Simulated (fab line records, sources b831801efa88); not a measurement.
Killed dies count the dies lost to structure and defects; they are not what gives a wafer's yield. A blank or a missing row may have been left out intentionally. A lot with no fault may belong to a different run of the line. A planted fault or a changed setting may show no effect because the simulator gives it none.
What tool caused it? + flow gf180mcu + Sampling: 15 lots, 45 wafers, 5 of 602 route steps

WHAT EACH GAUGE READ, for each wafer
GF_LVPWELL_TW_MEAS_11. Usual: LVPWELL_TW typically reads 558, with standard deviation 5.1.
| lot  | measured    | on            | LVPWELL_TW  | flag |
|------|-------------|---------------|-------------|------|
| L710 | day 4 01:52 | film_metro-04 | 555 557 557 |      |
| L711 | day 4 08:07 | film_metro-02 | 551 550 549 |      |
| L712 | day 4 13:58 | film_metro-02 | 551 549 552 |      |
| L713 | day 4 18:57 | film_metro-04 | 559 555 558 |      |
| L714 | day 5 02:25 | film_metro-03 | 559 560 560 |      |
| L715 | day 5 06:30 | film_metro-04 | 559 552 554 |      |
| L723 | day 7 06:14 | film_metro-02 | 558 555 557 |      |
| L724 | day 7 11:43 | film_metro-03 | 565 565 562 |      |
| L726 | day 7 21:13 | film_metro-04 | 556 555 555 |      |
| L727 | day 8 03:00 | film_metro-04 | 557 556 557 |      |
| L728 | day 8 08:36 | film_metro-04 | 558 558 559 |      |
| L729 | day 8 14:16 | film_metro-03 | 564 565 567 |      |
| L730 | day 8 20:51 | film_metro-02 | 551 555 550 |      |
| L731 | day 9 02:53 | film_metro-03 | 568 570 568 |      |
| L732 | day 9 07:52 | film_metro-04 | 557 559 555 |      |

GF_DUAL_GATE_THK_MEAS_03. Usual: DUAL_GATE_OXIDATION_00_THK typically reads 10.81 nm, with standard deviation 0.22.
| lot  | measured     | on            | DUAL_GATE_OXIDATION_00_THK (nm) | flag |
|------|--------------|---------------|---------------------------------|------|
| L710 | day 7 21:32  | film_metro-01 | 10.91 10.88 10.88               |      |
| L711 | day 8 04:50  | film_metro-04 | 10.90 10.98 10.99               |      |
| L712 | day 8 13:12  | film_metro-04 | 10.68 10.82 10.61               |      |
| L713 | day 8 18:14  | film_metro-04 | 10.86 10.86 10.95               |      |
| L714 | day 9 03:16  | film_metro-04 | 11.01 10.96 11.06               |      |
| L715 | day 9 08:13  | film_metro-01 | 11.03 11.13 11.00               |      |
| L723 | day 11 17:37 | film_metro-01 | 10.81 10.75 10.92               |      |
| L724 | day 12 03:11 | film_metro-01 | 10.77 10.73 10.71               |      |
| L726 | day 12 12:25 | film_metro-02 | 10.37 10.51 10.27               |      |
| L727 | day 12 18:02 | film_metro-01 | 10.53 10.55 10.60               |      |
| L728 | day 12 23:58 | film_metro-02 | 11.03 10.96 10.91               |      |
| L729 | day 13 06:21 | film_metro-01 | 11.26 11.15 11.06               |      |
| L730 | day 13 16:14 | film_metro-04 | 10.80 10.73 10.61               |      |
| L731 | day 13 23:12 | film_metro-04 | 11.00 10.97 10.95               |      |
| L732 | day 14 03:27 | film_metro-01 | 10.82 10.82 10.85               |      |

GF_POLY_GATE_THK_MEAS_01. Usual: POLY_GATE_CVD_00_THK typically reads 201.4 nm, with standard deviation 2.
| lot  | measured     | on            | POLY_GATE_CVD_00_THK (nm)     | flag |
|------|--------------|---------------|-------------------------------|------|
| L710 | day 8 17:14  | film_metro-04 | 203.2 202.9 202.3             |      |
| L711 | day 9 00:41  | film_metro-03 | 199.0 200.1 199.8             |      |
| L712 | day 9 11:07  | film_metro-03 | 77.5 79.5 77.9 77.5 79.5 78.0 | OFF  |
| L713 | day 9 16:23  | film_metro-04 | 80.8 81.1 82.2 80.8 81.1 82.3 | OFF  |
| L714 | day 9 23:32  | film_metro-01 | 201.1 200.1 199.7             |      |
| L715 | day 10 04:59 | film_metro-03 | 80.3 81.8 83.3 80.3 81.8 83.3 | OFF  |
| L723 | day 12 16:25 | film_metro-03 | 199.1 200.9 198.9             |      |
| L724 | day 13 02:07 | film_metro-03 | 201.2 202.6 203.4             |      |
| L726 | day 13 12:06 | film_metro-01 | 202.2 200.9 200.8             |      |
| L727 | day 13 20:15 | film_metro-03 | 202.8 200.7 199.8             |      |
| L728 | day 14 00:15 | film_metro-01 | 201.4 200.8 200.7             |      |
| L729 | day 14 06:06 | film_metro-04 | 201.0 203.5 202.5             |      |
| L730 | day 14 14:51 | film_metro-03 | 200.0 200.2 200.3             |      |
| L731 | day 14 23:03 | film_metro-03 | 197.4 197.5 199.2             |      |
| L732 | day 15 04:08 | film_metro-04 | 197.0 197.9 198.3             |      |

GF_HV_LDD_CD_MEAS_07: the cd target is 400 nm. Usual: 399.7 nm for cd_nm, sd 2.5.
| lot  | measured     | on        | cd_nm (nm)        | flag |
|------|--------------|-----------|-------------------|------|
| L710 | day 10 06:52 | cd_sem-01 | 395.1 397.9 397.3 |      |
| L711 | day 10 12:45 | cd_sem-01 | 398.3 398.1 398.6 |      |
| L714 | day 11 12:44 | cd_sem-01 | 399.1 397.3 398.3 |      |
| L723 | day 14 12:14 | cd_sem-02 | 401.8 401.0 400.2 |      |
| L724 | day 14 22:19 | cd_sem-01 | 397.4 399.5 398.3 |      |
| L726 | day 15 08:05 | cd_sem-02 | 399.7 398.8 399.6 |      |
| L727 | day 15 15:27 | cd_sem-02 | 398.4 395.1 397.2 |      |
| L728 | day 15 20:00 | cd_sem-01 | 402.5 402.6 403.0 |      |
| L729 | day 16 02:56 | cd_sem-01 | 397.3 397.9 397.1 |      |
| L730 | day 16 11:57 | cd_sem-01 | 401.4 399.9 400.2 |      |
| L731 | day 16 21:17 | cd_sem-01 | 405.2 403.4 402.2 |      |
| L732 | day 17 02:40 | cd_sem-01 | 398.5 400.3 396.7 |      |

TOOL THAT RAN EACH LOT (tool first, then ch and the chambers of the sampled wafers, then the start)
| lot  | GF_POLY_GATE_CVD_00         |
|------|-----------------------------|
| L710 | lpcvd-01 ch 0, day 8 15:54  |
| L711 | lpcvd-01 ch 1, day 8 23:21  |
| L712 | lpcvd-01 ch 0, day 9 09:46  |
| L713 | lpcvd-01 ch 0, day 9 15:03  |
| L714 | lpcvd-02 ch 0, day 9 22:12  |
| L715 | lpcvd-01 ch 0, day 10 03:39 |
| L723 | lpcvd-02 ch 1, day 12 15:05 |
| L724 | lpcvd-01 ch 1, day 13 00:07 |
| L726 | lpcvd-01 ch 1, day 13 10:46 |
| L727 | lpcvd-01 ch 1, day 13 18:55 |
| L728 | lpcvd-02 ch 1, day 13 22:14 |
| L729 | lpcvd-01 ch 1, day 14 04:44 |
| L730 | lpcvd-01 ch 1, day 14 13:30 |
| L731 | lpcvd-02 ch 0, day 14 21:41 |
| L732 | lpcvd-02 ch 0, day 15 02:48 |
- GF_POLY_GATE_CVD_00: deposits poly-Si, target thk 200 nm, time 1200 s.

AS READ BY THE TOOLS THEMSELVES (means over the sampled wafers that have a number; for cases with no such wafer, the mark the record gives instead)
GF_POLY_GATE_CVD_00. Usual: 200.0 mTorr for pressure_mtorr, sd 0.33.
| lot  | tool     | pressure_mtorr (mTorr) | flag |
|------|----------|------------------------|------|
| L710 | lpcvd-01 | 200.3                  |      |
| L711 | lpcvd-01 | 200.1                  |      |
| L712 | lpcvd-01 | 199.7                  |      |
| L713 | lpcvd-01 | 199.9                  |      |
| L714 | lpcvd-02 | 200.3                  |      |
| L715 | lpcvd-01 | 200.0                  |      |
| L723 | lpcvd-02 | 200.0                  |      |
| L724 | lpcvd-01 | 200.2                  |      |
| L726 | lpcvd-01 | 200.4                  |      |
| L727 | lpcvd-01 | 199.7                  |      |
| L728 | lpcvd-02 | 200.3                  |      |
| L729 | lpcvd-01 | 199.5                  |      |
| L730 | lpcvd-01 | 200.1                  |      |
| L731 | lpcvd-02 | 199.8                  |      |
| L732 | lpcvd-02 | 200.1                  |      |

THE ANSWER, worked out from the rows above alone
Rule: take the mean of a lot's wafers that have a number; if it is more than 3 standard deviations from the usual mean, the lot is off. A lot without any number at a reading at which 4 lots or more have one is off too. Any other lot the step has rows for is counted as sound. After the gauges, taken in route order, come the tools' own readings; for these a lot's mean is taken, as printed above. At the first step where some lot is off, the reading lying furthest off is the one used; lots without a number count as furthest.
Off: L712, L713, L715, at GF_POLY_GATE_THK_MEAS_01 (POLY_GATE_CVD_00_THK).
A tool fits if, at a process step before that reading, it ran every lot that is off, and no sound lot after the first of them. Gauges at GF_POLY_GATE_THK_MEAS_01: tried the same way as those tools. None of those tried fits.

WHAT THE SIMULATOR HAD PUT IN
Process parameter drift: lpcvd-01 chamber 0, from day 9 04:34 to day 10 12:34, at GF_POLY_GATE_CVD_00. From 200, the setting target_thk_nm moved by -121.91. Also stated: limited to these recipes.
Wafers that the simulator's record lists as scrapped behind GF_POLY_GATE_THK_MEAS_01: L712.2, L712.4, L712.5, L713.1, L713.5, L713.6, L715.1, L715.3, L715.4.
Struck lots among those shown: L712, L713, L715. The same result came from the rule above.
